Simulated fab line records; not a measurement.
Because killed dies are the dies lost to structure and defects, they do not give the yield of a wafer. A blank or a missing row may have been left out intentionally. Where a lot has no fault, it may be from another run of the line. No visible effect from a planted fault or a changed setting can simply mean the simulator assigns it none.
A struck lot beside a sound one | flow sky130 | 18 steps out of a route of 708
Sound: the wafers L194.3, L194.4, L194.6. Struck: wafers L207.1, L207.3, L207.6. The cause comes at the end.
Each step with rows lists, per side, the tool, then ch with its chambers, then its first start. Under that, the readings that differ: sound wafers | struck wafers | difference of the means | sigmas: that difference in standard deviations of wafers without a fault.
alike: same words and numbers on both sides, and readings whose means sit less than 2 such deviations apart. not compared: any withheld reading, any reading some wafer has no value for, any bound like >300 that may hide the same value, and any number with overlapping values for which the record gives no deviation.
Wherever a step has rows on one side only, a row that says differs or no value, or a row with sigmas, the two part there. Non-overlapping numbers with no deviation appear without sigmas and do not part them. A reading that every wafer of one side lacks parts them only if that side has two wafers or more.

first, 2 steps without rows for these wafers: SKY_GATE_OXIDE_CLEAN_00 (cleans in SC1/SC2, time 150 s); SKY_GATE_OXIDE_OXIDATION_01 (stabilise 600 s, purge 300 s, target thk 10.268 nm).
SKY_GATE_OXIDE_THK_MEAS_02:
  sound: film metro-01 at day 14 07:14; struck: film metro-03 at day 18 20:23
  alike: GATE_OXIDE_OXIDATION_00_THK
then, 7 steps without rows for these wafers: SKY_GATE_OXIDE_DEHYDRATE_03 (time 60 s); SKY_GATE_OXIDE_HMDS_04 (prime time 60 s); SKY_GATE_OXIDE_COAT_05 (resist thk 1140 nm); SKY_GATE_OXIDE_SOFTBAKE_06 (time 60 s); SKY_GATE_OXIDE_EXPOSE_07 (exposes mask LVOM, target cd 600 nm); SKY_GATE_OXIDE_PEB_08; SKY_GATE_OXIDE_DEVELOP_09 (develop time 60 s).
SKY_GATE_OXIDE_OVL_MEAS_10:
  sound: overlay-02 at day 15 10:09; struck: overlay-01 at day 20 03:16
  alike: GATE_OXIDE_OVL
following that, these wafers have no rows for 1 step: SKY_GATE_OXIDE_IMPLANT_11.
SKY_GATE_OXIDE_WET_ETCH_12: etches SiO2 in dHF, target depth 16.8 nm, time 336 s.
  sound on wet bench-02 ch 3, day 15 10:19; struck on wet bench-03 ch 0, day 20 03:27
  no value came back on the struck wafers for bath heat duty pct (%), run length s (s); on the sound wafers bath heat duty pct (%) reads 5.3 5.0 5.2
  reading                                    | sound             | struck            | difference | sigmas
  model.SiO2_of_FIELD_ISO_CVD_24.thk nm (nm) | 363.3 364.6 364.2 | 385.4 384.2 384.3 | +20.6      |
SKY_GATE_OXIDE_STRIP_13: strips in O2/N2.
  sound on plasma asher-04 ch 0,1, day 15 10:28; struck on plasma asher-03 ch 0,1, day 20 03:34
  reading                     | sound       | struck      | difference | sigmas
  drypump motor current A (A) | 5.9 6.3 5.9 | 4.9 4.9 5.3 | -1.0       | -2
  alike: chamber pressure mTorr, oes product au, strip time to endpoint s
  not compared: rf hours counter h
SKY_GATE_OXIDE_TW_MEAS_14:
  sound: film metro-02 at day 15 10:33; struck: film metro-01 at day 20 03:40
  alike: GATE_OXIDE_TW
SKY_GATE_OXIDE_CLEAN_15: cleans in SC1/SC2, time 150 s.
  sound on wet bench-04 ch 3, day 15 10:35; struck on wet bench-02 ch 1, day 20 03:43
  reading                                    | sound             | struck            | difference | sigmas
  model.SiO2_of_FIELD_ISO_CVD_24.thk nm (nm) | 362.6 363.9 363.5 | 384.8 383.5 383.6 | +20.6      |
  alike: bath heat duty pct
then, 1 step without rows for these wafers: SKY_GATE_OXIDE_OXIDATION_16 (stabilise 600 s, purge 300 s, target thk 3.57 nm).
-- here the record skips 30 days between the struck wafers' starts before and after, leaving off in module GATE_OXIDE and picking up in module PAD_OPEN (first step shown: number 708 of the route) --
SKY_PAD_OPEN_PROBE_99:
  sound: prober-01 at day 47 01:03; struck: prober-01 at day 49 21:07
  reading             | sound    | struck      | difference | sigmas
  killed at front end | 17 12 14 | 418 419 420 | +405       | +81
  killed dies         | 92 82 92 | 492 492 492 | +403       | +41
  killed on rim       | 22 18 12 | 96 96 96    | +79        | +21
  alike: killed_at_M0_to_M3, killed_at_M4_up, killed at contacts, killed at other, killed open, killed short

WHERE THEY PART
At SKY_GATE_OXIDE_WET_ETCH_12 first; at SKY_PAD_OPEN_PROBE_99 last (within this record only).

WHY: what had been put in by the simulator
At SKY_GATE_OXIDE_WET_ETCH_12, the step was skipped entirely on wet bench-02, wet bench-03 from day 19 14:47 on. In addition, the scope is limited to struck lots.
